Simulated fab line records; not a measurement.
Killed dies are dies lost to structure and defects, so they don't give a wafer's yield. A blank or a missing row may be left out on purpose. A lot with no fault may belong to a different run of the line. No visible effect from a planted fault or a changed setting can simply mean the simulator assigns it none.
Comparing a struck lot with a sound one -- flow sfqLine -- 42 steps out of a route of 325
Sound: these wafers, L774.1, L774.4, L774.5. Struck: wafer L786.2. (L786.3, L786.4 of the same lot were not struck and are left out.) The cause comes at the end.
For every step that has rows: the tool of each side, followed by ch and its chambers, followed by its first start. Under that, the readings that differ: sound wafers -- struck wafers -- difference of the means -- sigmas: that difference in standard deviations of wafers without a fault.
alike: readings whose means differ by less than 2 such deviations, and words and numbers that are the same on both sides. not compared: withheld readings, readings that some wafer has no value for, bounds like >300 that may hide the same value, and numbers for which the record gives no deviation and whose values overlap.
A row with sigmas, a row that says differs or no value, or rows on one side alone: a step with any of these is where the two part. Numbers that don't overlap but have no deviation are shown without sigmas and don't part them. A reading missing from all wafers of one side parts the sides only when that side holds two or more wafers.

first, 6 steps without rows for these wafers: SFQ_TRILAYER_M3_LITHO_COAT_080 (resist thk 62 nm); SFQ_TRILAYER_M3_LITHO_COAT_075 (resist thk 600 nm); SFQ_TRILAYER_M3_LITHO_SOFTBAKE_079; SFQ_TRILAYER_M3_LITHO_EXPOSE_076 (exposes mask M3, target cd 500 nm); SFQ_TRILAYER_M3_LITHO_PEB_078 (peb time 60 s); SFQ_TRILAYER_M3_LITHO_DEVELOP_077 (time 60 s).
SFQ_M3_OVL_MEAS_921:
  struck on overlay-01, day 49 12:46; sound on overlay-01, day 33 04:02
  alike: M3_OVL
SFQ_TRILAYER_M3_BARC_OPEN_METAL_ETCH_100: etches BARC in O2, target depth 125 nm, time 41.7 s.
  sound on rieMetal-04 ch 0,1, day 33 04:05; struck on rieMetal-01 ch 1, day 49 12:47
  alike: chamberPressureMTorr, drypumpMotorCurrentA, oesProductAu
  not compared: rfHoursCounterH
SFQ_TRILAYER_M3_ETCH_METAL_ETCH_078: etches Nb in Cl2/Ar, stops on SiO2, target depth 240 nm, time 120 s.
  sound on rieMetal-04 ch 0,1, day 33 04:08; struck on rieMetal-01 ch 1, day 49 12:51
  alike: chamberPressureMTorr, drypumpMotorCurrentA, oesProductAu
  not compared: rfHoursCounterH
then, 3 steps without rows for these wafers: SFQ_TRILAYER_M3_STRIP_STRIP_079 (strips in O2); SFQ_TRILAYER_M3_STRIP_SOLV_CLEAN_080 (cleans in NMP, time 600 s); SFQ_TRILAYER_I3_DEP_PECVD_081 (deposits SiO2 from SiH4/N2O, time 111.11 s, target thk 500 nm).
SFQ_TRILAYER_I3_CMP_CMP_082: polishes SiO2.
  sound on cmp-02 ch 1,2, day 33 08:46; struck on cmp-01 ch 2, day 49 18:05
reading,sound,struck,difference,sigmas
timeToEndpointS (s),225 213 220,187,-32,-4
model.SiO2_of_TRILAYER_I3_DEP_PECVD_081.thkNm (nm),201.6 199.3 202.2,250.4,+49.4,
  alike: motorCurrentA
SFQ_I3_BOW_MEAS_922:
  struck on filmMetro-03, day 49 21:55; sound on filmMetro-03, day 33 11:46
  not compared: I3_BOW
SFQ_TRILAYER_I3_METRO_MEASURE_083:
  struck on filmMetro-03, day 50 01:08; sound on filmMetro-03, day 33 11:53
reading,sound,struck,difference,sigmas
thkNm (nm),201.5 199.3 202.3,250.2,+49.2,+41
then, 6 steps without rows for these wafers: SFQ_TRILAYER_I3_VIA_LITHO_COAT_090 (resist thk 62 nm); SFQ_TRILAYER_I3_VIA_LITHO_COAT_085 (resist thk 650 nm); SFQ_TRILAYER_I3_VIA_LITHO_SOFTBAKE_089; SFQ_TRILAYER_I3_VIA_LITHO_EXPOSE_086 (exposes mask I3, target cd 500 nm); SFQ_TRILAYER_I3_VIA_LITHO_PEB_088 (peb time 60 s); SFQ_TRILAYER_I3_VIA_LITHO_DEVELOP_087 (time 60 s).
SFQ_I3_OVL_MEAS_923:
  struck on overlay-01, day 50 09:12; sound on overlay-01, day 39 07:39
  alike: I3_OVL
SFQ_TRILAYER_I3_VIA_BARC_OPEN_VIA_ETCH_121: etches BARC in O2, target depth 125 nm, time 41.7 s.
  sound on rieDiel-04 ch 0,2, day 39 07:41; struck on rieDiel-01 ch 0, day 50 09:14
reading,sound,struck,difference,sigmas
drypumpMotorCurrentA (A),4.9 5.0 5.0,6.6,+1.6,+3
  alike: chamberPressureMTorr, oesProductAu
  not compared: rfHoursCounterH
SFQ_TRILAYER_I3_VIA_ETCH_VIA_ETCH_088: etches SiO2 in CHF3, stops on Nb, target depth 260 nm.
  sound on rieDiel-04 ch 0,2, day 39 07:44; struck on rieDiel-01 ch 0, day 50 09:16
reading,sound,struck,difference,sigmas
drypumpMotorCurrentA (A),4.9 5.0 5.0,6.6,+1.6,+3
oesProductAu (a.u.),0.867 0.848 0.859,0.976,+0.118,+23
model.etch.depthNm (nm),201.6 199.3 202.2,250.4,+49.4,
model.I3.featureDepthNm (nm),201.6 199.3 202.2,250.4,+49.4,
  alike: chamberPressureMTorr
then, 2 steps without rows for these wafers: SFQ_TRILAYER_I3_VIA_STRIP_STRIP_089 (strips in O2); SFQ_TRILAYER_I3_VIA_STRIP_SOLV_CLEAN_090 (cleans in NMP, time 600 s).
SFQ_TRILAYER_M4_DEP_PRE_CLEAN_092: time 22.5 s.
  struck on pvdSputter-05, day 50 10:09; sound on pvdSputter-04, day 39 08:37
reading,sound,struck,difference,sigmas
model.SiO2_of_TRILAYER_I3_DEP_PECVD_081.thkNm (nm),194.1 191.8 194.7,242.9,+49.4,
then, 1 step without rows for these wafers: SFQ_TRILAYER_M4_DEP_SPUTTER_091 (material Nb, target thk 200 nm, time 133.3 s).
SFQ_M4_RS_MEAS_924: the measuring method here is four-point-probe.
  struck on filmMetro-01, day 50 10:17; sound on filmMetro-01, day 39 08:44
  alike: M4_NB_RS
then, 6 steps without rows for these wafers: SFQ_TRILAYER_M4_LITHO_COAT_098 (resist thk 62 nm); SFQ_TRILAYER_M4_LITHO_COAT_093 (resist thk 600 nm); SFQ_TRILAYER_M4_LITHO_SOFTBAKE_097; SFQ_TRILAYER_M4_LITHO_EXPOSE_094 (exposes mask M4, target cd 500 nm); SFQ_TRILAYER_M4_LITHO_PEB_096 (peb time 60 s); SFQ_TRILAYER_M4_LITHO_DEVELOP_095 (time 60 s).
-- the record jumps here: 5 days lie between the struck wafers' starts before and after --
SFQ_M4_OVL_MEAS_926:
  struck on overlay-02, day 55 15:11; sound on overlay-02, day 45 00:36
  alike: M4_OVL
then, 1 step without rows for these wafers: SFQ_TRILAYER_M4_BARC_OPEN_METAL_ETCH_123 (etches BARC in O2, target depth 125 nm, time 41.7 s).
SFQ_TRILAYER_M4_ETCH_METAL_ETCH_096: etches Nb in Cl2/Ar, stops on SiO2, target depth 240 nm, time 120 s.
  sound on rieMetal-04 ch 0,1, day 45 00:42; struck on rieMetal-02 ch 1, day 55 15:16
  alike: chamberPressureMTorr, drypumpMotorCurrentA, oesProductAu
  not compared: rfHoursCounterH
SFQ_TRILAYER_M4_STRIP_STRIP_097: strips in O2.
  sound on rieMetal-04 ch 0,1, day 45 00:49; struck on rieMetal-02 ch 1, day 55 15:24
reading,sound,struck,difference,sigmas
chamberPressureMTorr (mTorr),50.03 49.94 50.11,49.91,-0.12,-3
  alike: drypumpMotorCurrentA, oesProductAu
  not compared: rfHoursCounterH
then, 2 steps without rows for these wafers: SFQ_TRILAYER_M4_STRIP_SOLV_CLEAN_098 (cleans in NMP, time 600 s); SFQ_TRILAYER_I4_DEP_PECVD_099 (deposits SiO2 from SiH4/N2O, time 111.11 s, target thk 500 nm).
-- the record jumps here: 23 days lie between the struck wafers' starts before and after --
SFQ_M8_BOW_MEAS_951:
  struck on filmMetro-02, day 78 14:01; sound on filmMetro-04, day 76 05:59
reading,sound,struck,difference,sigmas
model.etest.i3.linkOhm,1.957 1.957 1.941,2.024,+0.072,
  alike: M8_BOW

## WHERE THEY PART
Last at SFQ_TRILAYER_M4_STRIP_STRIP_097 as far as this record goes, first at SFQ_TRILAYER_I3_CMP_CMP_082. Later steps at which nothing parts them and some readings are alike: SFQ_M8_BOW_MEAS_951.

WHY: what the simulator had put in
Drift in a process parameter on cmp-01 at SFQ_TRILAYER_I3_CMP_CMP_082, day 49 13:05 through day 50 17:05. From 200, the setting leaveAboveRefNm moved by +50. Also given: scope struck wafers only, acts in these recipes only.
